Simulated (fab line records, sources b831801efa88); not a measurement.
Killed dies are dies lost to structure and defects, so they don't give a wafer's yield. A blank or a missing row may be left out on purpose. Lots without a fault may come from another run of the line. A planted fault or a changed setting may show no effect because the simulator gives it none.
Split-lot experiment | flow sky130 | 5 lots, 23 wafers read, on a route of 708 steps

THE SPLIT
At SKY_POLY_CUT_COAT_03 (resist thk 450 nm), the setting spin_rpm was moved away from the recipe's 3000 rpm on 8 of the 23 wafers read, by +2.4% to +7.0%. The other wafers ran this setting at the recipe's value.

The reading is taken at the split's own step.

THE READING
KrF-thick_of_POLY_CUT_COAT_03.thk_nm (the simulator's own value, which no gauge read), in nm, at SKY_POLY_CUT_COAT_03 (resist thk 450 nm). The file gives no usual value for it. The 15 wafers here that ran the recipe average 449.3 nm, standard deviation 1.4 nm.

wafer  | tool, chamber at the split | spin_rpm as run, rpm | against the recipe | KrF-thick_of_POLY_CUT_COAT_03.thk_nm, nm | against lot-mates on the recipe
L077.1 | litho_track-02, 0          | 3000                 | recipe             | 450.3                                    | -
L077.2 | litho_track-02, 0          | 3000                 | recipe             | 449.5                                    | -
L077.3 | litho_track-02, 0          | 3000                 | recipe             | 451.5                                    | -
L077.4 | litho_track-02, 0          | 3000                 | recipe             | 451                                      | -
L077.5 | litho_track-02, 0          | 3000                 | recipe             | 450.6                                    | -
L079.1 | litho_track-02, 0          | 3166                 | +5.5%              | 436.4                                    | -11.9
L079.2 | litho_track-02, 0          | 3000                 | recipe             | 447.9                                    | -
L079.3 | litho_track-02, 0          | 3000                 | recipe             | 449.3                                    | -
L079.4 | litho_track-02, 0          | 3166                 | +5.5%              | 437.3                                    | -11.0
L079.5 | litho_track-02, 0          | 3000                 | recipe             | 447.7                                    | -
L080.2 | litho_track-02, 0          | 3072                 | +2.4%              | 443.1                                    | -4.4
L080.3 | litho_track-02, 0          | 3072                 | +2.4%              | 443                                      | -4.5
L080.4 | litho_track-02, 0          | 3072                 | +2.4%              | 442.4                                    | -5.1
L080.5 | litho_track-02, 0          | 3000                 | recipe             | 447.3                                    | -
L080.6 | litho_track-02, 0          | 3000                 | recipe             | 447.6                                    | -
L083.1 | litho_track-03, 0          | 3209                 | +7.0%              | 432.7                                    | -15.7
L083.3 | litho_track-03, 0          | 3000                 | recipe             | 449.5                                    | -
L083.4 | litho_track-03, 0          | 3000                 | recipe             | 447.2                                    | -
L083.5 | litho_track-03, 0          | 3209                 | +7.0%              | 434                                      | -14.4
L083.6 | litho_track-03, 0          | 3209                 | +7.0%              | 433.5                                    | -14.9
L085.1 | litho_track-03, 0          | 3000                 | recipe             | 450                                      | -
L085.2 | litho_track-03, 0          | 3000                 | recipe             | 449.2                                    | -
L085.4 | litho_track-03, 0          | 3000                 | recipe             | 451.1                                    | -

THE FIT
A straight line over all 23 wafers: KrF-thick_of_POLY_CUT_COAT_03.thk_nm changes by -2.29 nm for each +1% of spin_rpm; r = -0.98; the points scatter about the line by 1.3 nm.
The same after taking each lot's own level away (the mean of its wafers on the recipe; 23 wafers): -2.12 nm for each +1%; r = -0.99; scatter 0.71 nm.
On that fit, the largest move of spin_rpm shifts the reading by 15 nm.
The lots' own levels span 447.45 to 450.58 nm, that is 2.2 times the standard deviation above.
So the lot-to-lot level changes the slope little: the two slopes agree.
Check: with one of the wafers moved furthest among these (+7.0%) left out of the fit, the line predicts -14.4 nm for it against its lot-mates. It came out at -15.7 nm against them.

OTHER SPLITS ON THESE WAFERS
These wafers also went through other splits before the reading. Each is held against what the fit with the lots' levels taken away leaves over:
other split on the same wafers   | wafers away from the commonest value | r with KrF-thick_of_POLY_CUT_COAT_03.thk_nm (lot level and that fit taken away)
SKY_POLY_GATE_SOFTBAKE_09 temp_c | 6                                    | +0.04
SKY_LDD_N_COAT_02 spin_rpm       | 5                                    | +0.02
SKY_LDD_N_IMPLANT_08 dose_cm2    | 11                                   | +0.14
SKY_LDD_LDN_IMPLANT_09 dose_cm2  | 10                                   | -0.16

THE WHOLE CHAIN: every reading that the file lists as answering this split, in the file's order
step                  | what it does      | reading                                                                               | change (the file's fit)              | r (the file's)
SKY_POLY_CUT_COAT_03  | resist thk 450 nm | KrF-thick_of_POLY_CUT_COAT_03.thk_nm (the simulator's own value, which no gauge read) | -2.1 nm for each +1% of the setting  | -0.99
SKY_POLY_CUT_STRIP_12 | strips in O2/N2   | strip_time_to_endpoint_s                                                              | withheld for each +1% of the setting | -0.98

THE FILE'S OWN FIT
KrF-thick_of_POLY_CUT_COAT_03.thk_nm changes by -2.1 nm for each +1% of spin_rpm, r = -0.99.
